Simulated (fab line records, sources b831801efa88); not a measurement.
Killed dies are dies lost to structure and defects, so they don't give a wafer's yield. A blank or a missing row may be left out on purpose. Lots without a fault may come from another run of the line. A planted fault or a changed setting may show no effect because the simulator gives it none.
One fault seen from 2 desks | flow sky130 | each desk has only its own numbers; what lay behind them comes last

THE METROLOGY DESK
What the gauges read, lot by lot, whatever tool the lot ran on: means of the sampled wafers that have a number. A lot is out of limits, marked OUT, if its mean lies more than 4 standard deviations from the usual mean; the brackets give that distance.
Columns: A = NWELL_2_TW at SKY_NWELL_TW_MEAS_26, usual 492.4; B = VT_ADJUST_NCORE_OVL at SKY_VT_ADJUST_NCORE_OVL_MEAS_08, usual 0.4 nm; C = POLY_GATE_TW at SKY_RES_PROTECT_TW_MEAS_08, usual 4039
lot  | first seen here | A     | B    | C
L514 | day 5 06:34     | 497.4 | 0.7  | 4007
L515 | day 5 12:33     | 495.5 | -1.3 | 3947
L517 | day 6 02:58     | 493.9 | -1.0 | 4043
L519 | day 6 14:47     | 494.7 | 0.6  | 4096
L520 | day 6 21:04     | 491.1 | 2.7  | 4072
L521 | day 7 04:09     | 493.0 | 0.1  | 4094
L522 | day 7 07:37     | 494.3 | 0.6  | -
L523 | day 7 12:57     | 489.9 | -0.2 | 4074
L525 | day 8 00:46     | 495.4 | 0.6  | 4015
L531 | day 9 17:56     | 489.0 | 3.4  | 4061
L534 | day 10 09:25    | 492.7 | 2.1  | 4029
L535 | day 10 22:58    | 490.8 | 1.0  | 4047
L536 | day 11 07:21    | 489.1 | 1.1  | 3984
This desk's finding: nothing out of limits on any of the 13 lots.

THE TOOL OWNER'S DESK: plasma_asher-02
The tool's own readings at SKY_GATE_OXIDE_STRIP_13 (strips in O2/N2): means of the sampled wafers that have a number, for each lot that ran on this tool. A lot is out of limits, marked OUT, if its mean lies more than 4 standard deviations from the usual mean; the brackets give that distance.
Columns: A = drypump_motor_current_A at SKY_GATE_OXIDE_STRIP_13, usual 6.0 A; B = oes_product_au at SKY_GATE_OXIDE_STRIP_13, usual 0.716 a.u.; C = strip_time_to_endpoint_s at SKY_GATE_OXIDE_STRIP_13, usual 14.18 s
lot  | first seen here | A   | B               | C
L514 | day 13 17:31    | 5.6 | 0.715           | 14.16
L515 | day 14 03:55    | 5.4 | 0.719           | 14.13
L520 | day 16 05:03    | 5.6 | 0.714           | 14.14
L522 | day 16 22:55    | 5.6 | 0.928 (+45) OUT | -
L536 | day 22 04:22    | 5.6 | 0.714           | 14.14
This desk's finding: out of limits on L522; first on L522, day 16 22:55 (oes_product_au at SKY_GATE_OXIDE_STRIP_13). In limits: L514, L515, L520, L536.

PUT TOGETHER
The tool owner's desk could have raised an alarm at day 16 22:55, on L522.
The metrology desk saw nothing out of limits.
The metrology desk has L522 on record, within its limits.
Of the lots named, all ran SKY_GATE_OXIDE_STRIP_13 on plasma_asher-02.

WHAT THE SIMULATOR HAD PUT IN
Strip aborted: plasma_asher-02, from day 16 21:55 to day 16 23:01, at SKY_GATE_OXIDE_STRIP_13. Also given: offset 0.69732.
Lots struck among those shown: L522.
Hours from the fault's start to each desk's first reading out of limits: the tool owner's desk, 1.
